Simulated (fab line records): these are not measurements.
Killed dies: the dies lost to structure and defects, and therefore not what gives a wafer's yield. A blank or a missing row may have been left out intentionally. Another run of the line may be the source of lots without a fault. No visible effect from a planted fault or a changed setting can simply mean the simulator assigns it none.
Which tool was responsible? -- flow gf180mcu -- 41 wafers from 14 lots sampled at 5 of the route's 602 steps

== WHAT EACH GAUGE READ, for each wafer ==
The record holds no reading of a measuring or inspecting step that can be judged against a usual standard deviation.

== WHICH TOOL RAN EACH LOT (tool, then ch and the chambers of the sampled wafers, then the start) ==
lot,GF_V1_ETCH_16,GF_M2_METAL_ETCH_16,GF_M2_STRIP_17,GF_M3_SPUTTER_02,GF_M4_SPUTTER_03
L263,"rie_diel-03 ch 0,3, day 18 08:25","rie_metal-03 ch 0, day 19 09:44","plasma_asher-01 ch 0,1, day 19 09:52","pvd_sputter-02, day 20 12:52","pvd_sputter-03, day 22 15:19"
L264,"rie_diel-02 ch 0,2,3, day 18 15:29","rie_metal-02 ch 0,1, day 19 18:20","plasma_asher-01 ch 0,1, day 19 18:27","pvd_sputter-04, day 20 21:45","pvd_sputter-02, day 22 23:20"
L268,"rie_diel-03 ch 1,2,3, day 20 03:02","rie_metal-03 ch 0,1, day 21 04:40","plasma_asher-04 ch 0,1, day 21 04:48","pvd_sputter-02, day 22 07:46","pvd_sputter-02, day 24 11:52"
L270,"rie_diel-03 ch 0,3, day 20 22:19","rie_metal-03 ch 0, day 21 23:22","plasma_asher-01 ch 0,1, day 21 23:30","pvd_sputter-01, day 23 01:32","pvd_sputter-02, day 25 02:05"
L269,"rie_diel-03 ch 0,2, day 21 03:29","rie_metal-02 ch 0,1, day 22 05:20","plasma_asher-01 ch 0,1, day 22 05:28","pvd_sputter-01, day 23 07:47","pvd_sputter-01, day 25 21:53"
L271,"rie_diel-01 ch 0,2,3, day 21 07:47","rie_metal-02 ch 0,1, day 22 08:59","plasma_asher-04 ch 0,1, day 22 09:07","pvd_sputter-04, day 23 11:10","pvd_sputter-02, day 25 22:57"
L272,"rie_diel-03 ch 0,3, day 21 08:08","rie_metal-04 ch 0,1, day 22 09:10","plasma_asher-01 ch 0,1, day 22 09:17","pvd_sputter-02, day 23 11:28","pvd_sputter-01, day 25 23:10"
L273,"rie_diel-02 ch 0,1,3, day 21 22:32","rie_metal-02 ch 0,1, day 22 22:55","plasma_asher-03 ch 0,1, day 22 23:02","pvd_sputter-01, day 24 00:22","pvd_sputter-03, day 26 02:59"
L275,"rie_diel-01 ch 0,1, day 22 10:56","rie_metal-03 ch 0,1, day 23 11:19","plasma_asher-01 ch 0,1, day 23 11:26","pvd_sputter-04, day 24 12:13","pvd_sputter-02, day 26 18:44"
L276,"rie_diel-01 ch 0,1,2, day 23 02:40","rie_metal-02 ch 1, day 24 02:44","plasma_asher-04 ch 0,1, day 24 03:00","pvd_sputter-01, day 25 03:54","pvd_sputter-03, day 27 01:37"
L277,"rie_diel-01 ch 0,2, day 23 11:29","rie_metal-03 ch 0,1, day 24 12:04","plasma_asher-01 ch 0,1, day 24 12:11","pvd_sputter-02, day 26 00:10","pvd_sputter-01, day 27 17:52"
L278,"rie_diel-02 ch 1,2,3, day 23 16:44","rie_metal-02 ch 0,1, day 24 16:26","plasma_asher-01 ch 0,1, day 24 16:33","pvd_sputter-02, day 26 01:28","pvd_sputter-03, day 27 19:52"
L282,"rie_diel-03 ch 0,2, day 25 02:08","rie_metal-03 ch 0, day 26 02:32","plasma_asher-03 ch 0,1, day 26 02:39","pvd_sputter-04, day 27 01:37","pvd_sputter-01, day 28 21:01"
L284,"rie_diel-03 ch 2,3, day 26 00:20","rie_metal-03 ch 0,1, day 26 20:56","plasma_asher-04 ch 0,1, day 26 21:04","pvd_sputter-04, day 27 19:41","pvd_sputter-03, day 29 14:34"
- GF_V1_ETCH_16: etches BARC in N2/H2.
- GF_M2_METAL_ETCH_16: etches the open film in Cl2/BCl3, stops on SiO2, target depth 750.8 nm, time 125.1 s.
- GF_M2_STRIP_17: strips in O2/N2.
- GF_M3_SPUTTER_02: material AlCu, target thk 450 nm, time 23.9 s.
- GF_M4_SPUTTER_03: material Ti, target thk 10 nm, time 6.7 s.

== WHAT THE TOOLS THEMSELVES READ (means of the sampled wafers that have a number; where no wafer has one, the mark that the record gives instead) ==
GF_V1_ETCH_16. Usual: drypump_motor_current_A 5.6 A, standard deviation 0.41; oes_product_au 0.855 a.u., standard deviation 0.0043; throttle_valve_pct 13.225 %, standard deviation 0.011.
lot,tool,drypump_motor_current_A (A),oes_product_au (a.u.),throttle_valve_pct (%),flag
L263,rie_diel-03,5.3,0.853,13.228,
L264,rie_diel-02,6.1,0.859,13.227,
L268,rie_diel-03,5.5,0.858,13.222,
L270,rie_diel-03,5.2,0.851,13.224,
L269,rie_diel-03,5.4,0.857,13.225,
L271,rie_diel-01,5.7,0.853,13.227,
L272,rie_diel-03,5.3,0.853,13.231,
L273,rie_diel-02,5.8,0.860,13.224,
L275,rie_diel-01,5.5,0.851,13.223,
L276,rie_diel-01,5.6,0.857,13.240,
L277,rie_diel-01,5.6,0.855,13.224,
L278,rie_diel-02,6.1,0.856,13.236,
L282,rie_diel-03,5.3,0.855,13.229,
L284,rie_diel-03,5.5,0.851,13.230,

GF_M2_METAL_ETCH_16. Usual: drypump_motor_current_A 5.8 A, standard deviation 0.52; oes_product_au 0.989 a.u., standard deviation 0.0063; throttle_valve_pct 28.231 %, standard deviation 0.0093.
lot,tool,drypump_motor_current_A (A),oes_product_au (a.u.),throttle_valve_pct (%),flag
L263,rie_metal-03,5.9,0.992,28.229,
L264,rie_metal-02,5.8,0.988,28.237,
L268,rie_metal-03,5.9,0.992,28.228,
L270,rie_metal-03,6.0,0.993,28.232,
L269,rie_metal-02,5.4,0.992,28.225,
L271,rie_metal-02,5.4,0.981,28.237,
L272,rie_metal-04,6.4,0.997,28.233,
L273,rie_metal-02,5.8,0.984,28.233,
L275,rie_metal-03,5.9,0.992,28.231,
L276,rie_metal-02,5.0,0.987,28.237,
L277,rie_metal-03,5.9,0.995,28.232,
L278,rie_metal-02,5.8,0.985,28.229,
L282,rie_metal-03,6.0,0.897,28.325,OFF
L284,rie_metal-03,5.9,0.961,28.267,OFF

GF_M2_STRIP_17. Usual: drypump_motor_current_A 5.7 A, standard deviation 0.53; heater_power_w 316 W, standard deviation 21; oes_product_au 0.538 a.u., standard deviation 0.0048; strip_time_to_endpoint_s 7.40 s, standard deviation 0.05.
lot,tool,drypump_motor_current_A (A),heater_power_w (W),oes_product_au (a.u.),strip_time_to_endpoint_s (s),flag
L263,plasma_asher-01,5.6,328,0.543,7.44,
L264,plasma_asher-01,6.0,330,0.542,7.48,
L268,plasma_asher-04,5.2,309,0.535,7.34,
L270,plasma_asher-01,6.0,330,0.535,7.37,
L269,plasma_asher-01,5.6,331,0.537,7.36,
L271,plasma_asher-04,5.1,313,0.535,7.42,
L272,plasma_asher-01,5.6,330,0.532,7.35,
L273,plasma_asher-03,5.9,305,0.540,7.43,
L275,plasma_asher-01,6.0,331,0.537,7.35,
L276,plasma_asher-04,5.2,312,0.538,7.41,
L277,plasma_asher-01,6.0,326,0.537,7.38,
L278,plasma_asher-01,6.0,331,0.543,7.43,
L282,plasma_asher-03,6.0,314,0.559,7.88,OFF
L284,plasma_asher-04,5.5,296,0.544,7.55,

GF_M3_SPUTTER_02. Usual: 29.8 % for throttle_valve_pct, sd 0.98.
lot,tool,throttle_valve_pct (%),flag
L263,pvd_sputter-02,29.7,
L264,pvd_sputter-04,29.2,
L268,pvd_sputter-02,29.6,
L270,pvd_sputter-01,30.6,
L269,pvd_sputter-01,30.4,
L271,pvd_sputter-04,29.2,
L272,pvd_sputter-02,30.3,
L273,pvd_sputter-01,30.2,
L275,pvd_sputter-04,29.2,
L276,pvd_sputter-01,30.6,
L277,pvd_sputter-02,30.0,
L278,pvd_sputter-02,30.0,
L282,pvd_sputter-04,29.4,
L284,pvd_sputter-04,29.2,

GF_M4_SPUTTER_03. Usual: 30.1 % for throttle_valve_pct, sd 1.
lot,tool,throttle_valve_pct (%),flag
L263,pvd_sputter-03,30.2,
L264,pvd_sputter-02,29.7,
L268,pvd_sputter-02,29.7,
L270,pvd_sputter-02,29.2,
L269,pvd_sputter-01,30.0,
L271,pvd_sputter-02,29.4,
L272,pvd_sputter-01,30.4,
L273,pvd_sputter-03,29.6,
L275,pvd_sputter-02,29.9,
L276,pvd_sputter-03,30.3,
L277,pvd_sputter-01,30.5,
L278,pvd_sputter-03,29.7,
L282,pvd_sputter-01,30.2,
L284,pvd_sputter-03,29.8,

== THE ANSWER, worked out from the rows above alone ==
Rule: lot off if the mean of its wafers having a number is beyond 3 standard deviations from the usual mean. A lot without any number at a reading at which 4 lots or more have one is off too. Any other lot the step has rows for is counted as sound. Order of review: gauges by route order, followed by the tools' own readings, for which a lot's mean as printed above is used. At the first step where some lot is off, the reading lying furthest off is the one used; lots without a number count as furthest.
Off, at GF_M2_METAL_ETCH_16 on oes_product_au: L282, L284.
If a tool, at that step or one of the process steps before it, ran each lot that is off and ran no sound lot following the first of them, it fits. This does not decide it: 2 tools fit, namely rie_diel-03 at GF_V1_ETCH_16 and rie_metal-03 at GF_M2_METAL_ETCH_16.

== WHAT WAS PUT IN BY THE SIMULATOR ==
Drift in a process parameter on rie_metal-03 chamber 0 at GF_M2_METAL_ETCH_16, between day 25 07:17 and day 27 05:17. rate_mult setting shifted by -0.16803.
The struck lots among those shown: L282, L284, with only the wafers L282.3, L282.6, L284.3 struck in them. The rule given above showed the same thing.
